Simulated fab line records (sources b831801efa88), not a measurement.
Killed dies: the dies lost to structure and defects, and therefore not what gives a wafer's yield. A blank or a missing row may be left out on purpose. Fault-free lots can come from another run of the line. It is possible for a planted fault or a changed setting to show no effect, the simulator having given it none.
The tool behind it: which one? | flow gf180mcu | 36 wafers from 12 lots sampled at 3 of the route's 602 steps

== WHAT EACH GAUGE READ, for each wafer ==
GF_HV_LDD_THK_MEAS_57. Usual: HV_LDD_CVD_56_THK 90.3 nm, standard deviation 0.81.
lot  | measured     | on            | HV_LDD_CVD_56_THK (nm) | flag
L463 | day 12 18:07 | film-metro-01 | 89.1 88.6 88.8         |
L464 | day 13 04:37 | film-metro-01 | 91.7 91.0 91.2         |
L466 | day 13 20:53 | film-metro-04 | 92.1 90.7 90.5         |
L468 | day 14 13:28 | film-metro-01 | 97.8 97.4 98.0         | OFF
L467 | day 14 15:19 | film-metro-04 | 97.5 98.1 96.9         | OFF
L470 | day 15 04:25 | film-metro-02 | 90.2 90.3 90.4         |
L478 | day 18 07:55 | film-metro-02 | 89.9 89.8 90.2         |
L479 | day 18 13:06 | film-metro-01 | 90.2 90.5 90.6         |
L480 | day 18 20:12 | film-metro-04 | 89.4 89.9 88.7         |
L482 | day 19 06:56 | film-metro-02 | 89.8 89.7 89.8         |
L481 | day 19 09:22 | film-metro-04 | 88.9 89.7 88.6         |
L483 | day 19 18:22 | film-metro-01 | 90.1 90.6 90.6         |

== EACH LOT AND THE TOOL THAT RAN IT (in order: tool; ch and the chambers of the sampled wafers; start) ==
lot  | GF_HV_LDD_RTA_52                 | GF_HV_LDD_CVD_56
L463 | rtp-anneal-01 ch 0, day 12 15:26 | lpcvd-01 ch 1, day 12 16:41
L464 | rtp-anneal-01 ch 0, day 13 01:55 | lpcvd-02 ch 1, day 13 03:11
L466 | rtp-anneal-01 ch 0, day 13 18:12 | lpcvd-02 ch 1, day 13 19:27
L468 | rtp-anneal-01 ch 0, day 14 10:46 | lpcvd-02 ch 0, day 14 12:01
L467 | rtp-anneal-02 ch 0, day 14 12:11 | lpcvd-02 ch 0, day 14 13:53
L470 | rtp-anneal-01 ch 0, day 15 01:43 | lpcvd-01 ch 1, day 15 02:58
L478 | rtp-anneal-02 ch 0, day 18 03:56 | lpcvd-02 ch 0, day 18 06:28
L479 | rtp-anneal-01 ch 0, day 18 09:50 | lpcvd-02 ch 0, day 18 11:38
L480 | rtp-anneal-01 ch 0, day 18 17:31 | lpcvd-02 ch 0, day 18 18:45
L482 | rtp-anneal-02 ch 0, day 19 04:15 | lpcvd-01 ch 0, day 19 05:30
L481 | rtp-anneal-01 ch 0, day 19 06:10 | lpcvd-01 ch 0, day 19 07:56
L483 | rtp-anneal-02 ch 0, day 19 15:07 | lpcvd-02 ch 1, day 19 16:55
- GF_HV_LDD_RTA_52: time 10 s.
- GF_HV_LDD_CVD_56: deposits Si3N4 from DCS/NH3, target thk 90 nm, time 1543 s.

== AS READ BY THE TOOLS THEMSELVES (means over the sampled wafers that have a number; for cases with no such wafer, the mark the record gives instead) ==
GF_HV_LDD_RTA_52. Usual: lamp-power-pct 33.2 %, standard deviation 1.8; wafer_temp_C_max 1005.4, standard deviation 1.3.
lot  | tool          | lamp-power-pct (%) | wafer_temp_C_max | flag
L463 | rtp-anneal-01 | 32.2               | 1004.3           |
L464 | rtp-anneal-01 | 32.2               | 1004.5           |
L466 | rtp-anneal-01 | 32.2               | 1005.1           |
L468 | rtp-anneal-01 | 32.2               | 1004.7           |
L467 | rtp-anneal-02 | 36.3               | 1007.5           |
L470 | rtp-anneal-01 | 32.2               | 1004.7           |
L478 | rtp-anneal-02 | 36.3               | 1006.9           |
L479 | rtp-anneal-01 | 32.2               | 1004.4           |
L480 | rtp-anneal-01 | 32.2               | 1004.7           |
L482 | rtp-anneal-02 | 36.3               | 1006.9           |
L481 | rtp-anneal-01 | 32.2               | 1005.8           |
L483 | rtp-anneal-02 | 36.3               | 1006.6           |

GF_HV_LDD_CVD_56. Usual: spike-tc-centre-C at 771.1 C, with a standard deviation of 1.5.
lot  | tool     | spike-tc-centre-C (C) | flag
L463 | lpcvd-01 | 772.5                 |
L464 | lpcvd-02 | 771.1                 |
L466 | lpcvd-02 | 771.5                 |
L468 | lpcvd-02 | 771.1                 |
L467 | lpcvd-02 | 771.9                 |
L470 | lpcvd-01 | 771.2                 |
L478 | lpcvd-02 | 772.2                 |
L479 | lpcvd-02 | 772.1                 |
L480 | lpcvd-02 | 772.9                 |
L482 | lpcvd-01 | 770.4                 |
L481 | lpcvd-01 | 770.1                 |
L483 | lpcvd-02 | 771.0                 |

== THE ANSWER, worked out from the rows above alone ==
Rule: lot off if the mean of its wafers having a number is beyond 3 standard deviations from the usual mean. Also off: a lot with no number at a reading for which 4 or more lots have one. Where the step has rows for the other lots, those lots are counted as sound. First the gauges in route order, then the tools' own readings, where a lot's mean is used as printed above. At the first step where some lot is off, the reading lying furthest off is the one used; lots without a number count as furthest.
Off: L468, L467, at GF_HV_LDD_THK_MEAS_57 (HV_LDD_CVD_56_THK).
If a tool, at a process step before that reading, ran all the lots that are off and no sound lot after the first of them, it fits. Those tools and the gauges at GF_HV_LDD_THK_MEAS_57 are tried in the same way. No candidate that was tried fits.

== WHAT THE SIMULATOR HAD INSERTED ==
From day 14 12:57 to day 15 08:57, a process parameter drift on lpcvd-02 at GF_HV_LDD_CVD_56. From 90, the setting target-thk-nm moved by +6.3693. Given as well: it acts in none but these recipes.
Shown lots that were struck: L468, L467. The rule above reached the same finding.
